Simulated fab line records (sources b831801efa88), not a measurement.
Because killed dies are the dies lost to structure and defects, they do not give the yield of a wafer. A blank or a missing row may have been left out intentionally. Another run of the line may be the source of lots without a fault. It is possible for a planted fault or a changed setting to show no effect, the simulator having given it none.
fab line records -- flow gf180mcu -- part 1 of 2: steps 1 to 28 of 42
record lots=5, wafers=15, last-day=34
route steps=602 shown STI@13 DNWELL@32 NWELL@42 LVPWELL@54
lots that met no fault: from a run of the same line without faults
start-h: the number of hours between the record's first day and the start of the first shown wafer of the lot -- wait-h: how many hours have passed since the lot's step before this one -- " repeats the value in the row above -- L1.1+2: one row covering several wafers at once -- - value missing, or start not given -- * or withheld: withheld -- < > ~ a bound
route shown NAME@n: names a module that has steps shown in the file, with the first one's number in the route -- usual: average and standard deviation across the fault-free wafers -- same: alike in all rows -- chamber/n: place in a boat -- sites: the reading at each site -- _std_site: standard deviation of those values -- _edge_site: outer sites' mean less inner sites' -- radius-mm: for every site, how far away it sits from the centre of the wafer -- mask NAME#n: copy n -- behind: tool/chamber where the wafer was last shaped -- hold: why the lot was held/for how many hours/how that ended -- device: the n, p or np transistor that did not switch -- end of line: the route-end tests of the same wafers -- step lacking rows: just its recipe -- killed: dies that structure and defects cost at the first sort, which is not the same as the wafer's yield -- map: a wafer's dies, marking killed ones x, the rest . and places with no die _
set.NAME: the setting that was run; set.NAME@STEP: the one run at that earlier step -- model.NAME: the simulator's own value behind a step, which no gauge read
lots seen at some steps along the route; tables by step, rows by wafer
services: when a tool's chamber went out of use (start-h, in hours from the record's first day, below 0 if earlier), for how many hours, and the reason
## steps
# step GF_STI_CD_MEAS_12
# recipe target-cd-nm=220
# usual cd-nm=220.2/0.96
lot.wafer,tool,chamber,start-h,wait-h,cd-nm
L076.3,cd-sem-02,-,35.50,0.1,219.6
L076.4,cd-sem-02,-,35.50,0.1,218.9
L076.5,cd-sem-02,-,35.50,0.1,219.6
L078.1,cd-sem-02,-,45.31,0.1,220.0
L078.3,cd-sem-02,-,45.31,0.1,221.1
L078.4,cd-sem-02,-,45.31,0.1,221.1
L079.2,cd-sem-02,-,50.48,0.1,221.2
L079.3,cd-sem-02,-,50.48,0.1,220.2
L079.4,cd-sem-02,-,50.48,0.1,220.4
L083.1,cd-sem-02,-,71.76,0.1,220.6
L083.2,cd-sem-02,-,71.76,0.1,220.5
L083.4,cd-sem-02,-,71.76,0.1,221.4
L097.1,cd-sem-01,-,144.16,0.1,221.0
L097.3,cd-sem-01,-,144.16,0.1,220.8
L097.4,cd-sem-01,-,144.16,0.1,219.3
# step GF_STI_ETCH_13
# recipe chemistry=CHF3/O2, stop-on=Si, over-etch-frac=0.3, target-depth-a=2823.1, source-w=600, bias-w=200, pressure-mtorr=40, chf3-flow-sccm=50, O2_flow_sccm=5, time-s=112.9
# usual drypump-motor-current-A=5.7/0.44, oes-product-au=0.829/0.0069, throttle-valve-pct=8.809/0.01
lot.wafer,tool,chamber,start-h,wait-h,drypump-motor-current-A,oes-product-au,rf-hours-counter-h,throttle-valve-pct
L076.3,rie-diel-01,0,35.58,0.1,5.3,0.823,155,8.809
L076.4,rie-diel-01,3,35.58,0.1,5.7,0.822,95,8.792
L076.5,rie-diel-01,3,35.58,0.1,5.7,0.831,-,8.808
L078.1,rie-diel-04,3,45.43,0.1,6.0,0.838,130,8.809
L078.3,rie-diel-04,1,45.43,0.1,6.7,0.830,144,8.808
L078.4,rie-diel-04,2,45.43,0.1,5.1,0.827,2,8.824
L079.2,rie-diel-03,1,50.58,0.1,5.5,0.831,132,8.824
L079.3,rie-diel-03,3,50.58,0.1,5.3,0.837,25,8.823
L079.4,rie-diel-03,0,50.58,0.1,5.7,0.838,135,8.801
L083.1,rie-diel-01,3,71.88,0.1,5.7,0.840,95,8.809
L083.2,rie-diel-01,2,71.88,0.1,6.4,0.843,62,8.825
L083.4,rie-diel-01,0,71.88,0.1,5.3,0.844,156,8.827
L097.1,rie-diel-04,1,144.28,0.1,6.7,0.838,146,8.812
L097.3,rie-diel-04,3,144.28,0.1,6.0,0.835,133,8.812
L097.4,rie-diel-04,0,144.28,0.1,6.1,0.831,14,8.791
# step GF_STI_ETCH_14
# recipe target=Si, chemistry=HBr/Cl2/O2, target-depth-nm=360, icp-w=600, bias-w=150, pressure-mtorr=15, HBr_flow_sccm=150, Cl2_flow_sccm=40, O2_flow_sccm=6, time-s=102.9
# usual drypump-motor-current-A=6.0/0.41, oes-product-au=1.003/0.0072, throttle-valve-pct=25.656/0.0097
lot.wafer,tool,chamber,start-h,wait-h,drypump-motor-current-A,oes-product-au,rf-hours-counter-h,throttle-valve-pct
L076.3,rie-si-02,0,35.66,0.0,6.6,1.015,87,25.649
L076.4,rie-si-02,1,35.66,0.0,5.9,0.992,49,25.661
L076.5,rie-si-02,1,35.66,0.0,5.9,1.006,-,25.662
L078.1,rie-si-01,1,45.51,0.0,6.3,1.008,61,25.654
L078.3,rie-si-01,3,45.51,0.0,6.5,1.012,1,25.666
L078.4,rie-si-01,2,45.51,0.0,5.6,0.998,-,25.659
L079.2,rie-si-02,2,50.66,0.0,5.5,0.992,2,25.660
L079.3,rie-si-02,1,50.66,0.0,5.9,0.998,49,25.653
L079.4,rie-si-02,0,50.66,0.0,6.6,1.013,87,25.643
L083.1,rie-si-02,0,71.96,0.0,6.6,1.002,88,25.658
L083.2,rie-si-02,3,71.96,0.0,5.8,0.989,77,25.666
L083.4,rie-si-02,2,71.96,0.0,5.5,0.997,-,25.635
L097.1,rie-si-02,2,144.36,0.0,5.4,1.011,3,25.630
L097.3,rie-si-02,1,144.36,0.0,5.9,1.005,50,25.653
L097.4,rie-si-02,0,144.36,0.0,6.6,1.009,89,25.638
# step GF_STI_STRIP_15
# recipe chemistry=O2/N2, power-w=1400, pressure-mtorr=1500, platen-temp-c=250, o2-flow-sccm=3000, n2-flow-sccm=300, overash-fraction=0.5
# usual drypump-motor-current-A=5.7/0.36, heater-power-w=329/6.5, oes-product-au=0.383/0.0055, platen-temp-c=250.02/0.17, strip-time-to-endpoint-s=3.72/0.049
lot.wafer,tool,chamber,start-h,wait-h,drypump-motor-current-A,heater-power-w,oes-product-au,platen-temp-c,rf-hours-counter-h,strip-time-to-endpoint-s
L076.3,plasma-asher-02,1,35.77,0.1,5.9,326,0.387,249.96,-,3.73
L076.4,plasma-asher-02,0,35.77,0.1,5.5,320,0.392,249.79,-,3.80
L076.5,plasma-asher-02,1,35.77,0.1,5.9,333,0.386,249.91,-,3.79
L078.1,plasma-asher-03,1,45.59,0.0,6.2,318,0.385,250.07,26,3.69
L078.3,plasma-asher-03,1,45.59,0.0,6.2,329,0.384,249.85,-,3.69
L078.4,plasma-asher-03,0,45.59,0.0,5.4,329,0.393,250.06,-,3.74
L079.2,plasma-asher-04,1,50.74,0.0,5.6,334,0.375,250.20,39,3.71
L079.3,plasma-asher-04,0,50.74,0.0,5.2,331,0.385,250.31,-,3.80
L079.4,plasma-asher-04,1,50.74,0.0,5.6,320,0.381,249.83,-,3.70
L083.1,plasma-asher-03,1,72.03,0.0,6.2,329,0.370,249.83,28,3.72
L083.2,plasma-asher-03,0,72.03,0.0,5.4,326,0.385,249.78,28,3.72
L083.4,plasma-asher-03,0,72.03,0.0,5.4,331,0.381,250.22,-,3.71
L097.1,plasma-asher-03,0,144.43,0.0,5.4,337,0.382,250.15,36,3.72
L097.3,plasma-asher-03,1,144.43,0.0,6.2,333,0.383,249.88,-,3.68
L097.4,plasma-asher-03,0,144.43,0.0,5.4,327,0.383,249.85,-,3.70
# step GF_STI_CLEAN_16
# recipe chemistry=dHF, time-s=25, dilution=100:1
lot.wafer,tool,chamber,start-h,wait-h
L076.3+4+5,wet-bench-02,0,35.84,0.0
L078.1+3+4,wet-bench-02,0,45.69,0.1
L079.2+3+4,wet-bench-01,1,50.84,0.1
L083.1+2+4,wet-bench-01,3,72.13,0.1
L097.1+3+4,wet-bench-02,2,144.53,0.1
# step GF_STI_WET_ETCH_17
# recipe chemistry=H3PO4, target-depth-nm=45, temp-c=160, target=Si3N4, time-s=514
lot.wafer,tool,chamber,start-h,wait-h
L076.3+4+5,wet-bench-01,3,35.85,0.0
L078.1+3+4,wet-bench-03,2,45.70,0.0
L079.2+3+4,wet-bench-03,1,50.85,0.0
L083.1+2+4,wet-bench-02,0,72.15,0.0
L097.1+3+4,wet-bench-03,2,144.55,0.0
# step GF_STI_CLEAN_18
# recipe chemistry=SC1/SC2, mix=1:4:20, temp-c=70, time-s=150
lot.wafer,tool,chamber,start-h,wait-h
L076.3+4+5,wet-bench-03,1,36.00,0.0
L078.1+3+4,wet-bench-02,0,45.85,0.0
L079.2+3+4,wet-bench-02,3,51.00,0.0
L083.1+2+4,wet-bench-03,2,72.30,0.0
L097.1+3+4,wet-bench-01,1,144.70,0.0
# step GF_STI_CLEAN_19
# recipe chemistry=dHF, time-s=20, dilution=100:1
lot.wafer,tool,chamber,start-h,wait-h
L076.3+4+5,wet-bench-01,0,36.05,0.0
L078.1+3+4,wet-bench-01,2,45.90,0.0
L079.2+3+4,wet-bench-01,1,51.05,0.0
L083.1+2+4,wet-bench-01,2,72.35,0.0
L097.1+3+4,wet-bench-02,0,144.75,0.0
# step GF_STI_WET_ETCH_20
# recipe chemistry=dHF, dilution=100:1, target-depth-nm=20, temp-c=25, dry=ipa-marangoni, target=SiO2, time-s=400
lot.wafer,tool,chamber,start-h,wait-h
L076.3+4+5,wet-bench-02,0,36.07,0.0
L078.1+3+4,wet-bench-03,2,45.92,0.0
L079.2+3+4,wet-bench-03,3,51.07,0.0
L083.1+2+4,wet-bench-02,3,72.37,0.0
L097.1+3+4,wet-bench-03,1,144.77,0.0
# step GF_STI_OXIDATION_21
# recipe temp-c=1000, ambient=O2, stabilise-s=600, purge-s=300, target-thk-a=150, ox-time-s=458
# usual spike-tc-lower-C=1000.1/1.1, tube-center-temp-C=1000/0.089, zone-power-upper-pct=22.7/1
# same ox-time-s=458
lot.wafer,tool,chamber,start-h,wait-h,spike-tc-lower-C,tube-center-temp-C,zone-power-upper-pct
L076.3,furnace-02,0,36.91,0.7,999.3,999.97,21.3
L076.4,furnace-02,0,36.91,0.7,1001.3,1000.1,21.7
L076.5,furnace-02,0,36.91,0.7,999.7,1000.1,21.6
L078.1,furnace-02,0,47.96,1.9,1001.7,999.99,21.5
L078.3,furnace-02,0,47.96,1.9,1000.8,1000,21.4
L078.4,furnace-02,0,47.96,1.9,999.5,1000.1,22.0
L079.2,furnace-01,0,51.51,0.3,999.4,1000.2,23.4
L079.3,furnace-01,0,51.51,0.3,999.7,999.89,23.4
L079.4,furnace-01,0,51.51,0.3,1000.7,999.98,23.8
L083.1,furnace-02,0,72.49,0.0,1001.8,1000.1,21.1
L083.2,furnace-02,0,72.49,0.0,1000.3,999.97,21.4
L083.4,furnace-02,0,72.49,0.0,1000.3,999.97,21.6
L097.1,furnace-01,0,144.89,0.0,999.6,999.97,23.1
L097.3,furnace-01,0,144.89,0.0,999.4,999.95,23.8
L097.4,furnace-01,0,144.89,0.0,999.0,999.97,23.4
# step GF_STI_THK_MEAS_22
# recipe reads=SiO2_of_STI_OXIDATION_21
# usual STI_OXIDATION_01_THK=15.02/0.28
lot.wafer,tool,chamber,start-h,wait-h,STI_OXIDATION_01_THK[nm]
L076.3,film-metro-04,-,38.05,0.0,15.02
L076.4,film-metro-04,-,38.05,0.0,14.86
L076.5,film-metro-04,-,38.05,0.0,15.25
L078.1,film-metro-02,-,49.09,0.0,15.18
L078.3,film-metro-02,-,49.09,0.0,15.28
L078.4,film-metro-02,-,49.09,0.0,15.26
L079.2,film-metro-01,-,52.65,0.0,15.29
L079.3,film-metro-01,-,52.65,0.0,15.19
L079.4,film-metro-01,-,52.65,0.0,15.19
L083.1,film-metro-01,-,73.61,0.0,15.30
L083.2,film-metro-01,-,73.61,0.0,15.16
L083.4,film-metro-01,-,73.61,0.0,15.27
L097.1,film-metro-01,-,146.02,0.0,14.56
L097.3,film-metro-01,-,146.02,0.0,14.52
L097.4,film-metro-01,-,146.02,0.0,14.40
# step GF_STI_CVD_23
# recipe material=SiO2, target-thk-nm=650, sigma-open-frac=0.3, time-s=108.3, temp-c=600, sih4-flow-sccm=60, pressure-mtorr=6
# usual sih4-flow-sccm=60.00/0.18
lot.wafer,tool,chamber,start-h,wait-h,sih4-flow-sccm
L076.3,hdpcvd-01,2,38.09,0.0,59.87
L076.4,hdpcvd-01,2,38.09,0.0,60.10
L076.5,hdpcvd-01,0,38.09,0.0,59.85
L078.1,hdpcvd-01,1,49.15,0.1,59.98
L078.3,hdpcvd-01,2,49.15,0.1,60.15
L078.4,hdpcvd-01,0,49.15,0.1,59.75
L079.2,hdpcvd-01,0,52.70,0.0,60.12
L079.3,hdpcvd-01,2,52.70,0.0,59.98
L079.4,hdpcvd-01,1,52.70,0.0,59.68
L083.1,hdpcvd-02,1,73.67,0.1,60.03
L083.2,hdpcvd-02,0,73.67,0.1,60.00
L083.4,hdpcvd-02,2,73.67,0.1,60.23
L097.1,hdpcvd-02,1,146.08,0.1,60.14
L097.3,hdpcvd-02,0,146.08,0.1,60.19
L097.4,hdpcvd-02,2,146.08,0.1,59.95
# step GF_STI_THK_MEAS_24
# recipe reads=SiO2_of_STI_CVD_23
# usual STI_CVD_23_THK=648/8.9
lot.wafer,tool,chamber,start-h,wait-h,STI_CVD_23_THK[nm]
L076.3,film-metro-01,-,38.19,0.1,649
L076.4,film-metro-01,-,38.19,0.1,648
L076.5,film-metro-01,-,38.19,0.1,639
L078.1,film-metro-04,-,49.22,0.0,651
L078.3,film-metro-04,-,49.22,0.0,649
L078.4,film-metro-04,-,49.22,0.0,631
L079.2,film-metro-04,-,52.79,0.0,629
L079.3,film-metro-04,-,52.79,0.0,644
L079.4,film-metro-04,-,52.79,0.0,649
L083.1,film-metro-02,-,73.75,0.0,660
L083.2,film-metro-02,-,73.75,0.0,654
L083.4,film-metro-02,-,73.75,0.0,651
L097.1,film-metro-04,-,146.15,0.0,653
L097.3,film-metro-04,-,146.15,0.0,648
L097.4,film-metro-04,-,146.15,0.0,646
# step GF_STI_CMP_25
# recipe stop-on=Si3N4, t-overpolish-s=33, down-force-psi=4, platen-rpm=60, target-thk-nm=524.6, pad-velocity-m-s=0.94248
# usual motor-current-A=12.1/1.4, overpolish-run-s=33.000/0.0086, time-to-endpoint-s=125/4.3
lot.wafer,tool,chamber,start-h,wait-h,motor-current-A,overpolish-run-s,time-to-endpoint-s
L076.4,cmp-01,2,38.28,0.1,11.0,33.001,130
L076.3,cmp-01,0,38.28,0.1,10.9,32.988,132
L076.5,cmp-01,2,38.28,0.1,11.4,33.003,123
L078.3,cmp-01,3,49.42,0.2,14.3,33.003,124
L078.4,cmp-01,1,49.42,0.2,10.8,33.018,117
L078.1,cmp-01,2,49.42,0.2,11.2,32.996,127
L079.3,cmp-01,0,52.84,0.0,11.2,32.985,123
L079.4,cmp-01,1,52.84,0.0,11.3,32.991,123
L079.2,cmp-01,3,52.84,0.0,15.0,33.012,120
L083.1,cmp-01,1,73.81,0.1,11.1,32.994,125
L083.4,cmp-01,2,73.81,0.1,10.6,33.019,128
L083.2,cmp-01,3,73.81,0.1,13.6,32.992,125
L097.4,cmp-01,0,146.26,0.1,11.5,33.003,130
L097.3,cmp-01,1,146.26,0.1,11.1,32.994,128
L097.1,cmp-01,2,146.26,0.1,10.7,32.997,126
# step GF_STI_WET_ETCH_26
# recipe chemistry=dHF, target-depth-nm=94, target=SiO2, temp-c=25, dilution=10:1, time-s=188
lot.wafer,tool,chamber,start-h,wait-h
L076.3+4+5,wet-bench-01,0,38.53,0.1
L078.1+3+4,wet-bench-01,0,49.72,0.1
L079.2+3+4,wet-bench-02,0,53.14,0.1
L083.1+2+4,wet-bench-01,0,74.11,0.2
L097.1+3+4,wet-bench-02,2,146.51,0.1
# step GF_STI_WET_ETCH_27
# recipe chemistry=H3PO4, target-depth-nm=160, target=Si3N4, temp-c=160, time-s=1825
lot.wafer,tool,chamber,start-h,wait-h
L076.3+4+5,wet-bench-02,0,38.59,0.0
L078.1+3+4,wet-bench-03,3,49.78,0.0
L079.2+3+4,wet-bench-03,0,53.20,0.0
L083.1+2+4,wet-bench-03,0,74.18,0.0
L097.1+3+4,wet-bench-02,0,146.57,0.0
# step GF_STI_WET_ETCH_28
# recipe chemistry=dHF, target-depth-nm=20, dry=ipa-marangoni, target=SiO2, temp-c=25, dilution=10:1, time-s=40
lot.wafer,tool,chamber,start-h,wait-h
L076.3+4+5,wet-bench-03,3,39.11,0.0
L078.1+3+4,wet-bench-02,1,50.30,0.0
L079.2+3+4,wet-bench-01,0,53.71,0.0
L083.1+2+4,wet-bench-01,1,74.74,0.0
L097.1+3+4,wet-bench-03,0,147.09,0.0
# step GF_STI_OXIDATION_29
# recipe temp-c=900, ambient=O2, stabilise-s=600, purge-s=300, target-thk-a=100, ox-time-s=1418
# usual spike-tc-lower-C=900.1/1.1, tube-center-temp-C=900.02/0.086, zone-power-upper-pct=18.0/0.75
# same ox-time-s=1418
lot.wafer,tool,chamber,start-h,wait-h,spike-tc-lower-C,tube-center-temp-C,zone-power-upper-pct
L076.3,furnace-01,0,39.13,0.0,900.1,900.05,18.3
L076.4,furnace-01,0,39.13,0.0,899.6,900.12,18.6
L076.5,furnace-01,0,39.13,0.0,899.8,900.16,18.6
L078.1,furnace-02,0,51.31,1.0,899.8,900.05,17.3
L078.3,furnace-02,0,51.31,1.0,899.1,900.02,17.2
L078.4,furnace-02,0,51.31,1.0,902.2,900.15,17.0
L079.2,furnace-01,0,54.20,0.5,900.1,899.93,18.2
L079.3,furnace-01,0,54.20,0.5,898.4,900.11,18.7
L079.4,furnace-01,0,54.20,0.5,901.9,899.97,18.7
L083.1,furnace-01,0,74.76,0.0,899.6,899.86,18.5
L083.2,furnace-01,0,74.76,0.0,902.1,900.03,18.7
L083.4,furnace-01,0,74.76,0.0,899.9,900.06,18.5
L097.1,furnace-01,0,147.11,0.0,899.7,899.98,18.7
L097.3,furnace-01,0,147.11,0.0,901.9,900.03,18.7
L097.4,furnace-01,0,147.11,0.0,898.5,900.03,18.7
# step GF_STI_THK_MEAS_30
# recipe reads=SiO2_of_STI_OXIDATION_29
# usual STI_OXIDATION_02_THK=9.97/0.17
lot.wafer,tool,chamber,start-h,wait-h,STI_OXIDATION_02_THK[nm]
L076.3,film-metro-01,-,40.54,0.0,10.37
L076.4,film-metro-01,-,40.54,0.0,10.13
L076.5,film-metro-01,-,40.54,0.0,10.14
L078.1,film-metro-02,-,52.71,0.0,10.16
L078.3,film-metro-02,-,52.71,0.0,10.04
L078.4,film-metro-02,-,52.71,0.0,10.18
L079.2,film-metro-04,-,55.60,0.0,10.26
L079.3,film-metro-04,-,55.60,0.0,10.03
L079.4,film-metro-04,-,55.60,0.0,10.15
L083.1,film-metro-02,-,76.15,0.0,9.75
L083.2,film-metro-02,-,76.15,0.0,9.55
L083.4,film-metro-02,-,76.15,0.0,9.66
L097.1,film-metro-02,-,148.50,0.0,10.11
L097.3,film-metro-02,-,148.50,0.0,10.00
L097.4,film-metro-02,-,148.50,0.0,10.09
# step GF_DNWELL_DEHYDRATE_00
# recipe temp-c=200, time-s=60
lot.wafer,tool,chamber,start-h,wait-h
L076.3+4+5,litho-track-01,0,46.31,5.8
L078.1+3+4,litho-track-01,0,58.86,6.1
L079.2+3+4,litho-track-01,0,61.04,5.4
L083.1+2+4,litho-track-02,0,81.76,5.6
L097.1+3+4,litho-track-01,0,156.06,7.5
# step GF_DNWELL_HMDS_01
# recipe prime-time-s=60, prime-temp-c=120
lot.wafer,tool,chamber,start-h,wait-h
L076.3+4+5,litho-track-01,0,46.46,0.1
L078.1+3+4,litho-track-01,0,59.01,0.1
L079.2+3+4,litho-track-01,0,61.19,0.1
L083.1+2+4,litho-track-02,0,81.91,0.1
L097.1+3+4,litho-track-01,0,156.21,0.1
# step GF_DNWELL_COAT_02
# recipe spin-rpm=2000, resist-thk-nm=3000
lot.wafer,tool,chamber,start-h,wait-h
L076.3+4+5,litho-track-01,0,46.61,0.1
L078.1+3+4,litho-track-01,0,59.16,0.1
L079.2+3+4,litho-track-01,0,61.34,0.1
L083.1+2+4,litho-track-02,0,82.06,0.1
L097.1+3+4,litho-track-01,0,156.36,0.1
# step GF_DNWELL_SOFTBAKE_03
# recipe temp-c=110, time-s=withheld
lot.wafer,tool,chamber,start-h,wait-h
L076.3+4+5,litho-track-01,0,46.78,0.1
L078.1+3+4,litho-track-01,0,59.31,0.1
L079.2+3+4,litho-track-01,0,61.50,0.1
L083.1+2+4,litho-track-02,0,82.21,0.1
L097.1+3+4,litho-track-01,0,156.51,0.1
# step GF_DNWELL_EXPOSE_04
# recipe mask-id=DNWELL, target-cd-nm=1700, na=0.6, source-shape=conventional, sigma-outer=0.6, dose-mj=260
# usual reticle-temp-C=23.00/0.099
lot.wafer,tool,chamber,start-h,wait-h,mask,reticle-temp-C
L076.3,iline-stepper-01,0,-,-,DNWELL#0,22.88
L076.4,iline-stepper-01,0,-,-,DNWELL#0,22.99
L076.5,iline-stepper-01,0,-,-,DNWELL#0,22.82
L078.1,iline-stepper-01,0,-,-,DNWELL#0,22.96
L078.3,iline-stepper-01,0,-,-,DNWELL#0,22.96
L078.4,iline-stepper-01,0,-,-,DNWELL#0,22.96
L079.2,iline-stepper-01,0,-,-,DNWELL#0,22.97
L079.3,iline-stepper-01,0,-,-,DNWELL#0,22.99
L079.4,iline-stepper-01,0,-,-,DNWELL#0,22.96
L083.1,iline-stepper-01,0,-,-,DNWELL#0,22.95
L083.2,iline-stepper-01,0,-,-,DNWELL#0,23.06
L083.4,iline-stepper-01,0,-,-,DNWELL#0,22.89
L097.1,iline-stepper-02,0,-,-,DNWELL#0,23.25
L097.3,iline-stepper-02,0,-,-,DNWELL#0,23.03
L097.4,iline-stepper-02,0,-,-,DNWELL#0,23.16
# step GF_DNWELL_PEB_05
# recipe temp-c=115, time-s=withheld
lot.wafer,tool,chamber,start-h,wait-h
L076.3+4+5,litho-track-01,0,-,-
L078.1+3+4,litho-track-04,0,-,-
L079.2+3+4,litho-track-01,0,-,-
L083.1+2+4,litho-track-02,0,-,-
L097.1+3+4,litho-track-01,0,-,-
# step GF_DNWELL_DEVELOP_06
# recipe wall-angle-deg=90, develop-time-s=60, dev-temp-c=23
lot.wafer,tool,chamber,start-h,wait-h
L076.3+4+5,litho-track-01,0,-,-
L078.1+3+4,litho-track-04,0,-,-
L079.2+3+4,litho-track-01,0,-,-
L083.1+2+4,litho-track-02,0,-,-
L097.1+3+4,litho-track-01,0,-,-
# step GF_DNWELL_IMPLANT_07
# recipe species=P, energy-kev=1500, dose-cm2=1e+13, tilt-deg=0
lot.wafer,tool,chamber,start-h,wait-h
L076.3+4+5,implanter-01,0,52.46,-
L078.1+3+4,implanter-01,0,65.27,-
L079.2+3+4,implanter-02,0,67.64,-
L083.1+2+4,implanter-02,0,89.36,-
L097.1+3+4,implanter-04,0,164.31,-
# step GF_DNWELL_STRIP_08
# recipe chemistry=O2/N2, power-w=1400, pressure-mtorr=1500, platen-temp-c=250, o2-flow-sccm=3000, n2-flow-sccm=300, overash-fraction=0.5
# usual drypump-motor-current-A=5.58/0.2, heater-power-w=321/7.5, oes-product-au=0.722/0.0043, platen-temp-c=249.99/0.17, strip-time-to-endpoint-s=37.00/0.095
lot.wafer,tool,chamber,start-h,wait-h,drypump-motor-current-A,heater-power-w,oes-product-au,platen-temp-c,rf-hours-counter-h,strip-time-to-endpoint-s
L076.3,plasma-asher-01,1,52.60,0.1,5.31,323,0.720,249.99,-,37.02
L076.4,plasma-asher-01,0,52.60,0.1,5.51,309,0.719,250.17,-,36.99
L076.5,plasma-asher-01,1,52.60,0.1,5.32,321,0.719,250.29,-,37.03
L078.1,plasma-asher-01,1,65.42,0.1,5.34,334,0.713,249.78,43,36.95
L078.3,plasma-asher-01,0,65.42,0.1,5.51,310,0.723,250.12,-,36.86
L078.4,plasma-asher-01,1,65.42,0.1,5.32,327,0.724,249.83,-,36.92
L079.2,plasma-asher-04,0,67.76,0.1,5.23,330,0.725,249.94,40,37.03
L079.3,plasma-asher-04,1,67.76,0.1,5.60,332,0.730,249.77,-,37.01
L079.4,plasma-asher-04,0,67.76,0.1,5.20,328,0.721,250.11,-,36.98
L083.1,plasma-asher-02,1,89.51,0.1,5.82,330,0.725,250.11,41,36.97
L083.2,plasma-asher-02,0,89.51,0.1,5.55,314,0.717,249.97,41,37.02
L083.4,plasma-asher-02,0,89.51,0.1,5.53,322,0.723,250.04,-,37.03
L097.1,plasma-asher-02,1,164.46,0.1,5.81,317,0.721,250.17,49,36.96
L097.3,plasma-asher-02,1,164.46,0.1,5.84,321,0.721,250.02,-,36.86
L097.4,plasma-asher-02,0,164.46,0.1,5.53,320,0.720,250.11,-,36.77
